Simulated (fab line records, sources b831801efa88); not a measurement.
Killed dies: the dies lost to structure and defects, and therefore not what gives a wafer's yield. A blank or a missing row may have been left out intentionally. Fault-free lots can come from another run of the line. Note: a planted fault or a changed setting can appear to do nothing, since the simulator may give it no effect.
Struck lot and sound lot, side by side    flow sky130    15 out of 708 route steps
Sound: the wafers L494.1, L494.4, L494.5. Wafers L507.1, L507.3, L507.5 were the ones struck. The cause is named last.
At each step with rows: each side's tool, then ch and its chambers, then its first start. Under that, the readings that differ: sound wafers    struck wafers    difference of the means    sigmas: that difference in standard deviations of wafers without a fault.
alike: same words and numbers on both sides, and readings whose means sit less than 2 such deviations apart. not compared: any withheld reading, any reading some wafer has no value for, any bound like >300 that may hide the same value, and any number with overlapping values for which the record gives no deviation.
The two part at a step that has a row with sigmas, a row that says differs or no value, or rows on one side only. Non-overlapping numbers with no deviation appear without sigmas and do not part them. A reading missing from all wafers of one side parts the sides only when that side holds two or more wafers.

first, 1 step without rows for these wafers: SKY_POLY_GATE_OXIDATION_20 (stabilise 600 s, purge 300 s, target thk 4 nm).
SKY_POLY_GATE_THK_MEAS_21:
  sound: film-metro-01 at day 18 06:05; struck: film-metro-02 at day 23 06:13
  alike: POLY_GATE_OXIDATION_THK
SKY_POLY_GATE_CD_MEAS_22:
  sound: cd-sem-02 at day 18 06:09; struck: cd-sem-02 at day 23 06:16
  alike: cd-nm
then, 7 steps without rows for these wafers: SKY_LDD_N_DEHYDRATE_00 (time 60 s); SKY_LDD_N_HMDS_01 (prime time 60 s); SKY_LDD_N_COAT_02 (resist thk 300 nm); SKY_LDD_N_SOFTBAKE_03 (time 60 s); SKY_LDD_N_EXPOSE_04 (exposes mask NTM, target cd 840 nm); SKY_LDD_N_PEB_05; SKY_LDD_N_DEVELOP_06 (develop time 60 s).
SKY_LDD_N_OVL_MEAS_07:
  sound: overlay-01 at day 19 11:55; struck: overlay-01 at day 24 12:18
  alike: LDD_N_OVL
after that, 1 step had no rows for these wafers: SKY_LDD_N_IMPLANT_08.
SKY_LDD_N_IMPLANT_09:
  sound on implanter-02 ch 0, day 19 12:05; struck on implanter-02 ch 0, day 24 12:29
reading             sound                          struck                         difference  sigmas
dose-ions-cm2       7.509e+13 7.509e+13 7.503e+13  8.786e+13 8.792e+13 8.797e+13  +1.285e+13  +99 or more
faraday-current-uA  446 426 427                    497 491 484                    +58         +7
after that, 1 step had no rows for these wafers: SKY_LDD_N_IMPLANT_10.
-- the record jumps here: 26 days lie between the struck wafers' starts before and after (it left off in module LDD_N and takes up again in module PAD_OPEN, whose first step shown is number 708 of the route) --
SKY_PAD_OPEN_PROBE_99:
  sound: prober-01 at day 47 04:20; struck: prober-02 at day 50 05:56
reading                      sound            struck             difference  sigmas
model.etest.tip-n.rs-ohm-sq  443.2 437.2 441  430.7 424.6 428.3  -12.6       
  alike: killed_at_M0_to_M3, killed_at_M4_up, killed-at-contacts, killed-at-front-end, killed-at-other, killed-dies, killed-open, killed-short

== WHERE THEY PART ==
At SKY_LDD_N_IMPLANT_09 and nowhere else, as far as this record goes. Later steps at which nothing parts them and some readings are alike: SKY_PAD_OPEN_PROBE_99.

WHY: the cause the simulator had injected
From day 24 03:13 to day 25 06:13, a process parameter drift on implanter-02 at SKY_LDD_N_IMPLANT_09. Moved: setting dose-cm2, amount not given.
